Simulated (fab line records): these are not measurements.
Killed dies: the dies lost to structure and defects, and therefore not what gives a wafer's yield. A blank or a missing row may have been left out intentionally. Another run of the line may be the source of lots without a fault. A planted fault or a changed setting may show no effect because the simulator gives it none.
fab line records + flow sky130
record:
- lots: 11
- wafers: 33
- lastDay: 50
route steps=708 shown METAL1@438 METAL2@483 VIA3@585
lots with no fault: from the same line, run without faults
startH: hours from the record's opening day to when the first of the lot's shown wafers began + waitH: hours elapsed since this lot's preceding step + " same as the row above + L1.1+2: a single row standing in for several wafers + - either no value or no given start + * or withheld: withheld + < > ~ a bound
route shown NAME@n: a module of which the file shows steps, and the number in the route of the first + usual: mean/standard deviation taken from wafers without a fault + same: alike in all rows + chamber/n: place in a boat + sites: the reading at each site + _std_site: the values' standard deviation + _edge_site: outer sites' mean less inner sites' + radiusMm: how far each site lies from the wafer's centre + mask NAME#n: copy n + behind: the last tool/chamber to shape the wafer + hold: the reason the lot was held/the length of the hold in hours/how it ended + device: transistor that didn't switch, given as n, p or np + end of line: at the end of the route, the tests of the same wafers + a step with no rows: only its recipe + killed: not the wafer's yield, but the dies lost to structure and defects at the first sort + map: a wafer's dies, marking killed ones x, the rest . and places with no die _
set.NAME: the setting that was run; set.NAME@STEP: the one run at that earlier step + model.NAME: the simulator's own value behind a step, which no gauge read
the route's steps for a sample of lots (tables are steps, rows are wafers)
services: when a tool's chamber went out of use (startH, in hours from the record's first day, below 0 if earlier), for how many hours, and the reason
== steps ==
step: SKY_METAL1_SPUTTER_04
recipe:
- material: TiN
- targetThkNm: 70
- powerW: 6500
- timeS: 58.3
- chamberPressurePa: 0.4
usual:
- throttleValvePct: 30.3/1.3
| lot.wafer | tool          | chamber | startH | waitH | throttleValvePct |
|-----------|---------------|---------|--------|-------|------------------|
| L951.4    | pvdSputter-01 | -       | 753.45 | 0.0   | 30.0             |
| L951.5    | "             | -       | "      | "     | 30.1             |
| L951.6    | "             | -       | "      | "     | 32.4             |
| L952.3    | pvdSputter-02 | -       | 760.01 | 0.0   | 28.7             |
| L952.4    | "             | -       | "      | "     | 29.4             |
| L952.5    | "             | -       | "      | "     | 29.4             |
| L953.3    | pvdSputter-04 | -       | 763.51 | 0.0   | 29.8             |
| L953.4    | "             | -       | "      | "     | 29.7             |
| L953.6    | "             | -       | "      | "     | 32.3             |
| L954.2    | pvdSputter-02 | -       | 769.78 | 0.0   | 30.7             |
| L954.3    | "             | -       | "      | "     | 30.9             |
| L954.4    | "             | -       | "      | "     | 29.4             |
| L964.3    | pvdSputter-02 | -       | 839.65 | 0.0   | 29.1             |
| L964.4    | "             | -       | "      | "     | 29.1             |
| L964.5    | "             | -       | "      | "     | 29.2             |
| L966.3    | pvdSputter-01 | -       | 862.05 | 0.0   | 32.5             |
| L966.4    | "             | -       | "      | "     | 28.5             |
| L966.5    | "             | -       | "      | "     | 30.0             |
| L967.3    | pvdSputter-01 | -       | 864.95 | 0.0   | 28.7             |
| L967.4    | "             | -       | "      | "     | 31.1             |
| L967.6    | "             | -       | "      | "     | 28.4             |
| L968.2    | pvdSputter-01 | -       | 870.70 | 0.0   | 28.7             |
| L968.3    | "             | -       | "      | "     | 29.8             |
| L968.4    | "             | -       | "      | "     | 31.3             |
| L969.1    | pvdSputter-02 | -       | 875.76 | 0.0   | 30.5             |
| L969.3    | "             | -       | "      | "     | 29.2             |
| L969.4    | "             | -       | "      | "     | 28.7             |
| L971.1    | pvdSputter-02 | -       | 896.00 | 0.0   | 30.7             |
| L971.4    | "             | -       | "      | "     | 30.6             |
| L971.5    | "             | -       | "      | "     | 30.3             |
| L972.1    | pvdSputter-04 | -       | 897.63 | 0.0   | 32.0             |
| L972.2    | "             | -       | "      | "     | 29.6             |
| L972.4    | "             | -       | "      | "     | 28.6             |
step: SKY_METAL2_SPUTTER_00
recipe:
- material: Ti
- targetThkNm: 15
- powerW: 3000
- timeS: 10
- chamberPressurePa: 0.4
usual:
- throttleValvePct: 30.2/1.2
| lot.wafer | tool          | chamber | startH | waitH | throttleValvePct |
|-----------|---------------|---------|--------|-------|------------------|
| L951.4    | pvdSputter-01 | -       | 811.05 | 0.2   | 32.1             |
| L951.5    | "             | -       | "      | "     | 32.5             |
| L951.6    | "             | -       | "      | "     | 30.0             |
| L952.3    | pvdSputter-02 | -       | 815.94 | 0.1   | 28.9             |
| L952.4    | "             | -       | "      | "     | 30.1             |
| L952.5    | "             | -       | "      | "     | 30.9             |
| L953.3    | pvdSputter-03 | -       | 819.45 | 0.1   | 30.8             |
| L953.4    | "             | -       | "      | "     | 30.3             |
| L953.6    | "             | -       | "      | "     | 30.4             |
| L954.2    | pvdSputter-01 | -       | 825.58 | 0.2   | 32.5             |
| L954.3    | "             | -       | "      | "     | 30.0             |
| L954.4    | "             | -       | "      | "     | 29.9             |
| L964.3    | pvdSputter-01 | -       | 894.46 | 0.1   | 31.0             |
| L964.4    | "             | -       | "      | "     | 32.1             |
| L964.5    | "             | -       | "      | "     | 28.6             |
| L966.3    | pvdSputter-02 | -       | 916.89 | 0.2   | 28.9             |
| L966.4    | "             | -       | "      | "     | 30.5             |
| L966.5    | "             | -       | "      | "     | 28.8             |
| L967.3    | pvdSputter-02 | -       | 919.98 | 0.1   | 28.7             |
| L967.4    | "             | -       | "      | "     | 29.3             |
| L967.6    | "             | -       | "      | "     | 30.9             |
| L968.2    | pvdSputter-02 | -       | 924.80 | 0.1   | 30.6             |
| L968.3    | "             | -       | "      | "     | 29.2             |
| L968.4    | "             | -       | "      | "     | 29.0             |
| L969.1    | pvdSputter-02 | -       | 929.30 | 0.1   | 28.8             |
| L969.3    | "             | -       | "      | "     | 30.6             |
| L969.4    | "             | -       | "      | "     | 29.2             |
| L971.1    | pvdSputter-01 | -       | 948.77 | 0.1   | 30.2             |
| L971.4    | "             | -       | "      | "     | 32.2             |
| L971.5    | "             | -       | "      | "     | 30.3             |
| L972.1    | pvdSputter-01 | -       | 950.61 | 0.2   | 31.2             |
| L972.2    | "             | -       | "      | "     | 28.3             |
| L972.4    | "             | -       | "      | "     | 30.0             |
step: SKY_VIA3_CD_MEAS_12
recipe:
- targetCdNm: 200
usual:
- cdNm: 199.8/1.3
| lot.wafer | tool     | chamber | startH  | waitH | cdNm  |
|-----------|----------|---------|---------|-------|-------|
| L951.4    | cdSem-02 | -       | 943.10  | -     | 199.6 |
| L951.5    | "        | -       | "       | "     | 200.9 |
| L951.6    | "        | -       | "       | "     | 199.9 |
| L952.3    | cdSem-01 | -       | 948.03  | -     | 198.7 |
| L952.4    | "        | -       | "       | "     | 200.5 |
| L952.5    | "        | -       | "       | "     | 201.6 |
| L953.3    | cdSem-02 | -       | 952.23  | -     | 199.7 |
| L953.4    | "        | -       | "       | "     | 200.7 |
| L953.6    | "        | -       | "       | "     | 200.1 |
| L954.2    | cdSem-02 | -       | 955.96  | -     | 199.3 |
| L954.3    | "        | -       | "       | "     | 199.0 |
| L954.4    | "        | -       | "       | "     | 200.0 |
| L964.3    | cdSem-01 | -       | 1021.68 | -     | 200.5 |
| L964.4    | "        | -       | "       | "     | 201.8 |
| L964.5    | "        | -       | "       | "     | 201.3 |
| L966.3    | cdSem-02 | -       | 1041.08 | -     | 197.4 |
| L966.4    | "        | -       | "       | "     | 196.7 |
| L966.5    | "        | -       | "       | "     | 198.5 |
| L967.3    | cdSem-02 | -       | 1044.68 | -     | 199.5 |
| L967.4    | "        | -       | "       | "     | 200.5 |
| L967.6    | "        | -       | "       | "     | 199.3 |
| L968.2    | cdSem-01 | -       | 1048.60 | -     | 198.4 |
| L968.3    | "        | -       | "       | "     | 197.9 |
| L968.4    | "        | -       | "       | "     | 197.7 |
| L969.1    | cdSem-01 | -       | 1051.34 | -     | 201.2 |
| L969.3    | "        | -       | "       | "     | 201.6 |
| L969.4    | "        | -       | "       | "     | 201.2 |
| L971.1    | cdSem-02 | -       | 1070.14 | -     | 197.6 |
| L971.4    | "        | -       | "       | "     | 197.4 |
| L971.5    | "        | -       | "       | "     | 197.9 |
| L972.1    | cdSem-01 | -       | 1072.18 | -     | 201.3 |
| L972.2    | "        | -       | "       | "     | 201.3 |
| L972.4    | "        | -       | "       | "     | 202.4 |
step: SKY_VIA3_CVD_21
recipe:
- material: W
- targetThkNm: 390
- timeS: 117.31
- tempC: 400
- pressureTorr: 40
usual:
- heaterPowerW: 800/45
| lot.wafer | tool    | chamber | startH  | waitH | heaterPowerW |
|-----------|---------|---------|---------|-------|--------------|
| L951.4    | cvdW-02 | 0       | 944.03  | 0.1   | 827          |
| L951.5    | "       | 1       | "       | "     | 746          |
| L951.6    | "       | 0       | "       | "     | 835          |
| L952.3    | cvdW-02 | 0       | 948.94  | 0.1   | 858          |
| L952.4    | "       | 1       | "       | "     | 748          |
| L952.5    | "       | 1       | "       | "     | 752          |
| L953.3    | cvdW-02 | 1       | 953.14  | 0.1   | 733          |
| L953.4    | "       | 0       | "       | "     | 859          |
| L953.6    | "       | 1       | "       | "     | 743          |
| L954.2    | cvdW-02 | 1       | 956.85  | 0.0   | 730          |
| L954.3    | "       | 1       | "       | "     | 738          |
| L954.4    | "       | 0       | "       | "     | 827          |
| L964.3    | cvdW-01 | 1       | 1022.70 | 0.1   | 841          |
| L964.4    | "       | 0       | "       | "     | 798          |
| L964.5    | "       | 0       | "       | "     | 801          |
| L966.3    | cvdW-01 | 0       | 1042.03 | 0.1   | 792          |
| L966.4    | "       | 1       | "       | "     | 855          |
| L966.5    | "       | 1       | "       | "     | 835          |
| L967.3    | cvdW-01 | 1       | 1045.59 | 0.1   | 813          |
| L967.4    | "       | 0       | "       | "     | 810          |
| L967.6    | "       | 0       | "       | "     | 791          |
| L968.2    | cvdW-01 | 1       | 1049.49 | 0.0   | 838          |
| L968.3    | "       | 1       | "       | "     | 864          |
| L968.4    | "       | 0       | "       | "     | 787          |
| L969.1    | cvdW-02 | 0       | 1052.25 | 0.0   | 832          |
| L969.3    | "       | 1       | "       | "     | 746          |
| L969.4    | "       | 0       | "       | "     | 853          |
| L971.1    | cvdW-02 | 1       | 1071.05 | 0.0   | 755          |
| L971.4    | "       | 0       | "       | "     | 838          |
| L971.5    | "       | 0       | "       | "     | 833          |
| L972.1    | cvdW-02 | 0       | 1073.12 | 0.0   | 826          |
| L972.2    | "       | 1       | "       | "     | 746          |
| L972.4    | "       | 0       | "       | "     | 840          |
step: SKY_VIA3_RS_MEAS_22
recipe:
- thkMeasGauge: four-point-probe
- reads: W_of_VIA3_CVD_21+TiN_of_VIA3_SPUTTER_20
usual:
- VIA3_W_RS: 0.2950/0.0024
| lot.wafer | tool         | chamber | startH  | waitH | VIA3_W_RS[ohm/sq] |
|-----------|--------------|---------|---------|-------|-------------------|
| L951.4    | filmMetro-02 | -       | 944.18  | 0.1   | 0.2979            |
| L951.5    | "            | -       | "       | "     | 0.2932            |
| L951.6    | "            | -       | "       | "     | 0.2980            |
| L952.3    | filmMetro-03 | -       | 949.06  | 0.1   | 0.2904            |
| L952.4    | "            | -       | "       | "     | 0.1729            |
| L952.5    | "            | -       | "       | "     | 0.2927            |
| L953.3    | filmMetro-04 | -       | 953.27  | 0.1   | 0.2970            |
| L953.4    | "            | -       | "       | "     | 0.1756            |
| L953.6    | "            | -       | "       | "     | 0.1743            |
| L954.2    | filmMetro-03 | -       | 957.00  | 0.1   | 0.2923            |
| L954.3    | "            | -       | "       | "     | 0.2953            |
| L954.4    | "            | -       | "       | "     | 0.1738            |
| L964.3    | filmMetro-03 | -       | 1022.82 | 0.1   | 0.2909            |
| L964.4    | "            | -       | "       | "     | 0.2913            |
| L964.5    | "            | -       | "       | "     | 0.2932            |
| L966.3    | filmMetro-03 | -       | 1042.15 | 0.1   | 0.2976            |
| L966.4    | "            | -       | "       | "     | 0.2961            |
| L966.5    | "            | -       | "       | "     | 0.2926            |
| L967.3    | filmMetro-03 | -       | 1045.71 | 0.1   | 0.2904            |
| L967.4    | "            | -       | "       | "     | 0.2910            |
| L967.6    | "            | -       | "       | "     | 0.2940            |
| L968.2    | filmMetro-03 | -       | 1049.63 | 0.1   | 0.2969            |
| L968.3    | "            | -       | "       | "     | 0.2960            |
| L968.4    | "            | -       | "       | "     | 0.2955            |
| L969.1    | filmMetro-04 | -       | 1052.37 | 0.1   | 0.3006            |
| L969.3    | "            | -       | "       | "     | 0.2966            |
| L969.4    | "            | -       | "       | "     | 0.2996            |
| L971.1    | filmMetro-04 | -       | 1071.17 | 0.1   | 0.2924            |
| L971.4    | "            | -       | "       | "     | 0.2986            |
| L971.5    | "            | -       | "       | "     | 0.3000            |
| L972.1    | filmMetro-03 | -       | 1073.24 | 0.1   | 0.2949            |
| L972.2    | "            | -       | "       | "     | 0.2915            |
| L972.4    | "            | -       | "       | "     | 0.2945            |
step: SKY_VIA3_THK_MEAS_23
recipe:
- thkMeasGauge: xrf
- reads: W_of_VIA3_CVD_21
usual:
- VIA3_W_THK: 386/6.1
| lot.wafer | tool         | chamber | startH  | waitH | VIA3_W_THK[nm] |
|-----------|--------------|---------|---------|-------|----------------|
| L951.4    | filmMetro-02 | -       | 944.27  | 0.1   | 377            |
| L951.5    | "            | -       | "       | "     | 380            |
| L951.6    | "            | -       | "       | "     | 376            |
| L952.3    | filmMetro-03 | -       | 949.16  | 0.1   | 391            |
| L952.4    | "            | -       | "       | "     | -              |
| L952.5    | "            | -       | "       | "     | 387            |
| L953.3    | filmMetro-04 | -       | 953.37  | 0.1   | 384            |
| L953.4    | "            | -       | "       | "     | -              |
| L953.6    | "            | -       | "       | "     | -              |
| L954.2    | filmMetro-03 | -       | 957.11  | 0.1   | 391            |
| L954.3    | "            | -       | "       | "     | 385            |
| L954.4    | "            | -       | "       | "     | -              |
| L964.3    | filmMetro-03 | -       | 1022.92 | 0.1   | 395            |
| L964.4    | "            | -       | "       | "     | 392            |
| L964.5    | "            | -       | "       | "     | 390            |
| L966.3    | filmMetro-03 | -       | 1042.25 | 0.1   | 391            |
| L966.4    | "            | -       | "       | "     | 388            |
| L966.5    | "            | -       | "       | "     | 396            |
| L967.3    | filmMetro-03 | -       | 1045.81 | 0.1   | 401            |
| L967.4    | "            | -       | "       | "     | 397            |
| L967.6    | "            | -       | "       | "     | 395            |
| L968.2    | filmMetro-03 | -       | 1049.74 | 0.1   | 389            |
| L968.3    | "            | -       | "       | "     | 388            |
| L968.4    | "            | -       | "       | "     | 390            |
| L969.1    | filmMetro-04 | -       | 1052.49 | 0.1   | 380            |
| L969.3    | "            | -       | "       | "     | 385            |
| L969.4    | "            | -       | "       | "     | 380            |
| L971.1    | filmMetro-04 | -       | 1071.29 | 0.1   | 385            |
| L971.4    | "            | -       | "       | "     | 381            |
| L971.5    | "            | -       | "       | "     | 376            |
| L972.1    | filmMetro-03 | -       | 1073.36 | 0.1   | 388            |
| L972.2    | "            | -       | "       | "     | 393            |
| L972.4    | "            | -       | "       | "     | 387            |
step: SKY_VIA3_CMP_24
recipe:
- stopOn: SiO2
- tOverpolishS: 20
- downForcePsi: 3.5
- platenRpm: 60
- targetThkNm: 0
- padVelocityMS: 0.94248
usual:
- motorCurrentA: 11.4/1.4
- timeToEndpointS: 95/3.8
| lot.wafer | tool   | chamber | startH  | waitH | motorCurrentA | timeToEndpointS |
|-----------|--------|---------|---------|-------|---------------|-----------------|
| L951.4    | cmp-01 | 3       | 944.60  | 0.3   | 9.5           | 98              |
| L951.6    | "      | 1       | "       | "     | 10.7          | 99              |
| L951.5    | "      | 2       | "       | "     | 10.0          | 94              |
| L952.4    | cmp-01 | 0       | 949.30  | 0.1   | 11.2          | 157             |
| L952.3    | "      | 1       | "       | "     | 10.5          | 96              |
| L952.5    | "      | 2       | "       | "     | 9.8           | 93              |
| L953.3    | cmp-02 | 3       | 953.46  | 0.1   | 14.1          | 94              |
| L953.4    | "      | 1       | "       | "     | 10.0          | 154             |
| L953.6    | "      | 3       | "       | "     | 13.9          | 156             |
| L954.4    | cmp-01 | 1       | 957.16  | 0.0   | 10.6          | 165             |
| L954.2    | "      | 2       | "       | "     | 10.1          | 98              |
| L954.3    | "      | 0       | "       | "     | 10.8          | 93              |
| L964.4    | cmp-02 | 2       | 1022.96 | 0.0   | 11.7          | 92              |
| L964.3    | "      | 3       | "       | "     | 13.5          | 101             |
| L964.5    | "      | 3       | "       | "     | 13.8          | 96              |
| L966.4    | cmp-02 | 1       | 1042.39 | 0.1   | 10.6          | 94              |
| L966.3    | "      | 2       | "       | "     | 11.8          | 89              |
| L966.5    | "      | 3       | "       | "     | 13.8          | 98              |
| L967.3    | cmp-01 | 0       | 1045.85 | 0.0   | 11.3          | 95              |
| L967.4    | "      | 2       | "       | "     | 9.8           | 100             |
| L967.6    | "      | 1       | "       | "     | 10.8          | 102             |
| L968.3    | cmp-02 | 2       | 1049.79 | 0.0   | 11.5          | 89              |
| L968.2    | "      | 3       | "       | "     | 13.7          | 97              |
| L968.4    | "      | 0       | "       | "     | 12.1          | 97              |
| L969.4    | cmp-01 | 1       | 1052.55 | 0.0   | 11.0          | 96              |
| L969.1    | "      | 3       | "       | "     | 9.6           | 93              |
| L969.3    | "      | 0       | "       | "     | 11.4          | 93              |
| L971.1    | cmp-01 | 1       | 1071.40 | 0.1   | 10.8          | 99              |
| L971.4    | "      | 2       | "       | "     | 9.8           | 92              |
| L971.5    | "      | 0       | "       | "     | 11.5          | 93              |
| L972.2    | cmp-01 | 2       | 1073.42 | 0.0   | 9.8           | 93              |
| L972.1    | "      | 3       | "       | "     | 9.6           | 93              |
| L972.4    | "      | 1       | "       | "     | 11.0          | 95              |
== services ==
| tool          | chamber | startH  | hours | kind   |
|---------------|---------|---------|-------|--------|
| cmp-01        | -       | 739.67  | 1.3   | repair |
| cmp-01        | -       | 744.00  | 4.0   | pm     |
| cvdW-02       | -       | 751.96  | 1.0   | repair |
| cmp-02        | -       | 754.97  | 1.1   | repair |
| cmp-02        | -       | 755.76  | 4.1   | repair |
| cvdW-02       | -       | 756.79  | 6.9   | pm     |
| pvdSputter-02 | -       | 788.49  | 2.3   | repair |
| cvdW-02       | 1       | 819.17  | 5.3   | repair |
| pvdSputter-02 | -       | 825.97  | 2.5   | repair |
| pvdSputter-02 | -       | 866.86  | 5.3   | repair |
| pvdSputter-01 | -       | 871.03  | 0.7   | repair |
| cvdW-01       | 1       | 887.48  | 15.9  | repair |
| cvdW-02       | -       | 904.00  | 14.0  | pm     |
| cmp-02        | -       | 912.02  | 4.0   | pm     |
| cvdW-02       | 0       | 925.85  | 10.8  | repair |
| cmp-01        | -       | 966.31  | 6.5   | pm     |
| cmp-01        | -       | 999.58  | 1.9   | repair |
| cvdW-02       | -       | 1009.27 | 0.8   | repair |
| cmp-01        | -       | 1014.91 | 2.5   | repair |
| pvdSputter-02 | -       | 1019.45 | 3.2   | repair |
| cmp-01        | -       | 1023.99 | 0.9   | repair |
| cvdW-02       | 0       | 1030.05 | 4.6   | repair |
| cvdW-02       | -       | 1038.38 | 9.4   | repair |
| pvdSputter-01 | -       | 1073.41 | 3.7   | repair |
== key ==
firstSign:
- step: SKY_VIA3_RS_MEAS_22
- reading: VIA3_W_RS
- direction: down
- sigmas: 50
- usual: 0.2950
- struck: 0.1742
effect:
- step: SKY_VIA3_THK_MEAS_23
- reading: VIA3_W_THK
- direction: missing
effect:
- step: SKY_VIA3_CMP_24
- reading: timeToEndpointS
- direction: up
- sigmas: 16
- usual: *
- struck: *
metAt SKY_VIA3_CVD_21
struckLots L952,L953,L954
struckWafers L952.4,L953.4,L953.6,L954.4
notActingAt SKY_METAL1_SPUTTER_04,SKY_METAL2_SPUTTER_00,SKY_VIA3_CD_MEAS_12
onsetBetween 944.03 948.94
fault:
- kind: processParameterDrift
- tool: cvdW-02
- chamber: -
- onsetH: 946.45
- steps: SKY_VIA3_CVD_21
- channel: targetThkNm
- offset: 268.64
- shape: step
- endH: 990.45
- scope: struckWafersOnly
- actsIn: theseRecipesOnly
- stated: 390
